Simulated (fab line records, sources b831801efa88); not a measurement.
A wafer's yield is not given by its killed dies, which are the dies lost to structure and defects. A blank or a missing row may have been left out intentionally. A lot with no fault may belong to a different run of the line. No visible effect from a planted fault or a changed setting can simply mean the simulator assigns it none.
Matching of chambers || flow sky130 || 4 sister chambers for SKY_CONTACT_CMP_27 on cmp-02
The step polishes, stops on SiO2, t overpolish 15 s, target thk 0 nm. 8 wafers are shown with their chamber, then 10 later ones without.

== WAFERS, EACH WITH ITS CHAMBER ==
{"wafer": "L726.3", "chamber": 1, "motorCurrentA (A)": 13.1, "timeToEndpointS (s)": 79}
{"wafer": "L729.3", "chamber": 0, "motorCurrentA (A)": 13.5, "timeToEndpointS (s)": 85}
{"wafer": "L729.4", "chamber": 1, "motorCurrentA (A)": 13.7, "timeToEndpointS (s)": 83}
{"wafer": "L731.5", "chamber": 3, "motorCurrentA (A)": 9.5, "timeToEndpointS (s)": 78}
{"wafer": "L732.3", "chamber": 0, "motorCurrentA (A)": 14.5, "timeToEndpointS (s)": 79}
{"wafer": "L732.5", "chamber": 2, "motorCurrentA (A)": 9.7, "timeToEndpointS (s)": 79}
{"wafer": "L733.1", "chamber": 3, "motorCurrentA (A)": 10.2, "timeToEndpointS (s)": 77}
{"wafer": "L733.2", "chamber": 2, "motorCurrentA (A)": 10.3, "timeToEndpointS (s)": 80}

== WAFERS WITH NO CHAMBER GIVEN ==
{"wafer": "L733.5", "motorCurrentA (A)": 14.3, "timeToEndpointS (s)": 78}
{"wafer": "L735.1", "motorCurrentA (A)": 10.5, "timeToEndpointS (s)": 75}
{"wafer": "L735.3", "motorCurrentA (A)": 13.7, "timeToEndpointS (s)": 79}
{"wafer": "L735.4", "motorCurrentA (A)": 10.3, "timeToEndpointS (s)": 76}
{"wafer": "L738.1", "motorCurrentA (A)": 9.7, "timeToEndpointS (s)": 78}
{"wafer": "L738.3", "motorCurrentA (A)": 10.5, "timeToEndpointS (s)": 81}
{"wafer": "L738.5", "motorCurrentA (A)": 13.4, "timeToEndpointS (s)": 82}
{"wafer": "L739.2", "motorCurrentA (A)": 10.2, "timeToEndpointS (s)": 79}
{"wafer": "L739.3", "motorCurrentA (A)": 12.7, "timeToEndpointS (s)": 82}
{"wafer": "L739.6", "motorCurrentA (A)": 13.7, "timeToEndpointS (s)": 78}

== CHAMBER TAKEN BY EACH ==
{"wafer": "L733.5", "from the rows above": "can't be placed: 0 or 1", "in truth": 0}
{"wafer": "L735.1", "from the rows above": "can't be placed: 3 or 2", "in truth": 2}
{"wafer": "L735.3", "from the rows above": "can't be placed: 1 or 0", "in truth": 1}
{"wafer": "L735.4", "from the rows above": "can't be placed: 3 or 2", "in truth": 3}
{"wafer": "L738.1", "from the rows above": "can't be placed: 3 or 2", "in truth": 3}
{"wafer": "L738.3", "from the rows above": "can't be placed: 2 or 3", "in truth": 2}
{"wafer": "L738.5", "from the rows above": "can't be placed: 1 or 0", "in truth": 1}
{"wafer": "L739.2", "from the rows above": "can't be placed: 2 or 3", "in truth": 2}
{"wafer": "L739.3", "from the rows above": "can't be placed: 1 or 0", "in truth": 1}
{"wafer": "L739.6", "from the rows above": "can't be placed: 1 or 0", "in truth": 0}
Placed correctly: 0 of 10. Cannot be placed on the basis of these rows: 10; the candidates contain the true chamber in 10. Number placed wrongly: 0.
How it was worked out, from the rows above alone: a wafer's distance from a chamber is the root of the sum, over the readings, of the square of ((its reading less the chamber's mean) divided by the reading's scatter). If the next closest chamber is less than 2 further off than the closest, the wafer can't be placed; otherwise it belongs to the closest. For every chamber, the mean is computed from those of its wafers that are shown. The scatter: the root of (the sum of the squares of (reading less its chamber's mean) over the shown wafers, divided by (wafers less chambers)).
